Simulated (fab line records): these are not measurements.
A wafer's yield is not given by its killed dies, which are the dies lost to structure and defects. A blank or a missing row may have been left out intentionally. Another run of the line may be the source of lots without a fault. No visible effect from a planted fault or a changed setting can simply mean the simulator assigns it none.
A lot that was struck, set against a sound lot | flow sky130 | 43 steps out of a route of 708
Sound: wafers L500.3, L500.4, L500.5. Struck: wafer L520.4. (L520.3, L520.5 of the same lot were not struck and are left out.) The cause comes at the end.
At each step with rows: each side's tool, then ch and its chambers, then its first start. Under that, the readings that differ: sound wafers | struck wafers | difference of the means | sigmas: that difference in standard deviations of wafers without a fault.
alike: same words and numbers on both sides, and readings whose means sit less than 2 such deviations apart. not compared: any withheld reading, any reading some wafer has no value for, any bound like >300 that may hide the same value, and any number with overlapping values for which the record gives no deviation.
Wherever a step has rows on one side only, a row that says differs or no value, or a row with sigmas, the two part there. Non-overlapping numbers with no deviation appear without sigmas and do not part them. A reading that every wafer of one side lacks parts them only if that side has two wafers or more.

first, 1 step without rows for these wafers: SKY_CONTACT_CMP_04 (polishes SiO2).
SKY_CONTACT_BOW_MEAS_05:
  struck on film_metro-03, day 37 11:55; sound on film_metro-03, day 29 21:40
  alike: CONTACT_BOW
then, 8 steps without rows for these wafers: SKY_CONTACT_DEHYDRATE_06 (time 60 s); SKY_CONTACT_HMDS_07 (prime time 60 s); SKY_CONTACT_COAT_08 (resist thk 60 nm); SKY_CONTACT_COAT_09 (resist thk 446 nm); SKY_CONTACT_SOFTBAKE_10 (time 90 s); SKY_CONTACT_EXPOSE_11 (exposes mask CTM1, target cd 170 nm); SKY_CONTACT_PEB_12; SKY_CONTACT_DEVELOP_13 (develop time 60 s).
SKY_CONTACT_CD_MEAS_14: target cd 170 nm.
  struck on cd_sem-01, day 38 13:44; sound on cd_sem-01, day 31 01:38
  alike: cd_nm
SKY_CONTACT_OVL_MEAS_15:
  struck on overlay-02, day 38 13:50; sound on overlay-02, day 31 01:44
  alike: CONTACT_OVL
SKY_CONTACT_ETCH_16: etches BARC in N2/H2, stops on SiO2, time 45.9 s, target depth 60 nm.
  sound on rie_diel-04 ch 1,2,3, day 31 01:46; struck on rie_diel-04 ch 3, day 38 13:52
  alike: bias_w, drypump_motor_current_A, oes_product_au, throttle_valve_pct
  not compared: rf_hours_counter_h
then, 2 steps without rows for these wafers: SKY_CONTACT_ETCH_17 (etches SiO2 in C4F8/O2/Ar, stops on Si3N4, target depth 340 nm); SKY_CONTACT_ETCH_18 (etches Si3N4 in CHF3/O2, stops on TiN, time 39 s, target depth 75 nm).
SKY_CONTACT_STRIP_19: strips in O2/N2.
  sound on plasma_asher-02 ch 0,1, day 31 01:55; struck on plasma_asher-04 ch 0, day 38 14:02
  reading               | sound             | struck | difference | sigmas
  oes_product_au (a.u.) | 0.375 0.368 0.370 | 0.384  | +0.013     | +3
  alike: drypump_motor_current_A, strip_time_to_endpoint_s
  not compared: rf_hours_counter_h
then, 4 steps without rows for these wafers: SKY_CONTACT_STRIP_20 (strips in post etch residue remover, time 1200 s); SKY_CONTACT_CLEAN_21 (cleans in IPA, time 180 s); SKY_CONTACT_CLEAN_22 (cleans in O3/DIW); SKY_CONTACT_SPUTTER_23 (material TiN, target thk 20 nm, time 80 s).
SKY_CONTACT_CVD_24: deposits W, target thk 340 nm, time 102.12 s.
  sound on cvd_w-02 ch 0,1, day 31 02:37; struck on cvd_w-01 ch 1, day 38 14:41
  alike: heater_power_outer_w, heater_power_w
SKY_CONTACT_RS_MEAS_25: measures by four-point-probe.
  struck on film_metro-03, day 38 14:48; sound on film_metro-02, day 31 02:44
  alike: CONTACT_W_RS
SKY_CONTACT_THK_MEAS_26: measures by xrf.
  struck on film_metro-03, day 38 14:54; sound on film_metro-02, day 31 02:50
  alike: CONTACT_W_THK
then, 1 step without rows for these wafers: SKY_CONTACT_CMP_27 (polishes, stops on SiO2, t overpolish 15 s, target thk 0 nm).
SKY_METAL1_SPUTTER_00: material Ti, target thk 15 nm, time 10 s.
  struck on pvd_sputter-02, day 38 15:14; sound on pvd_sputter-02, day 31 03:10
  alike: cathode_dc_power_W, throttle_valve_pct
then, 1 step without rows for these wafers: SKY_METAL1_SPUTTER_01 (material TiN, target thk 20 nm, time 16.7 s).
SKY_METAL1_SPUTTER_02: material AlCu, target thk 250 nm, time 13.3 s.
  struck on pvd_sputter-02, day 38 15:17; sound on pvd_sputter-02, day 31 03:13
  alike: cathode_dc_power_W, throttle_valve_pct
then, 1 step without rows for these wafers: SKY_METAL1_SPUTTER_03 (material Ti, target thk 5 nm, time 3.3 s).
SKY_METAL1_SPUTTER_04: material TiN, target thk 70 nm, time 58.3 s.
  struck on pvd_sputter-02, day 38 15:20; sound on pvd_sputter-02, day 31 03:16
  alike: cathode_dc_power_W, throttle_valve_pct
SKY_METAL1_RS_MEAS_05: measures by four-point-probe.
  struck on film_metro-01, day 38 15:25; sound on film_metro-01, day 31 03:21
  alike: METAL1_ALCU_RS
SKY_METAL1_THK_MEAS_06: measures by xrf.
  struck on film_metro-01, day 38 15:31; sound on film_metro-01, day 31 03:27
  alike: METAL1_ALCU_THK
then, 8 steps without rows for these wafers: SKY_METAL1_DEHYDRATE_07 (time 60 s); SKY_METAL1_HMDS_08 (prime time 60 s); SKY_METAL1_COAT_09 (resist thk 60 nm); SKY_METAL1_COAT_10 (resist thk 450 nm); SKY_METAL1_SOFTBAKE_11 (time 90 s); SKY_METAL1_EXPOSE_12 (exposes mask MM1, target cd 140 nm); SKY_METAL1_PEB_13; SKY_METAL1_DEVELOP_14 (develop time 60 s).
SKY_METAL1_CD_MEAS_15: target cd 140 nm.
  struck on cd_sem-02, day 39 15:50; sound on cd_sem-02, day 32 06:38
  alike: cd_nm
SKY_METAL1_OVL_MEAS_16:
  struck on overlay-01, day 39 15:56; sound on overlay-02, day 32 06:44
  alike: METAL1_OVL
then, 1 step without rows for these wafers: SKY_METAL1_DESCUM_17 (chemistry O2, time 8 s).
-- the record jumps here: 11 days lie between the struck wafers' starts before and after (it left off in module METAL1 and takes up again in module PAD_OPEN, whose first step shown is number 708 of the route) --
SKY_PAD_OPEN_PROBE_99:
  struck on prober-02, day 50 19:10; sound on prober-01, day 45 11:13
  reading            | sound    | struck | difference | sigmas
  killed_at_contacts | 24 19 14 | 57     | +38        | +7
  killed_dies        | 73 73 70 | 117    | +45        | +5
  killed_on_rim      | 12 18 15 | 34     | +19        | +5
  alike: killed_at_M0_to_M3, killed_at_M4_up, killed_at_front_end, killed_at_other, killed_open, killed_short

## WHERE THEY PART
Last at SKY_PAD_OPEN_PROBE_99 as far as this record goes, first at SKY_CONTACT_STRIP_19.

WHY: whatever the simulator had introduced
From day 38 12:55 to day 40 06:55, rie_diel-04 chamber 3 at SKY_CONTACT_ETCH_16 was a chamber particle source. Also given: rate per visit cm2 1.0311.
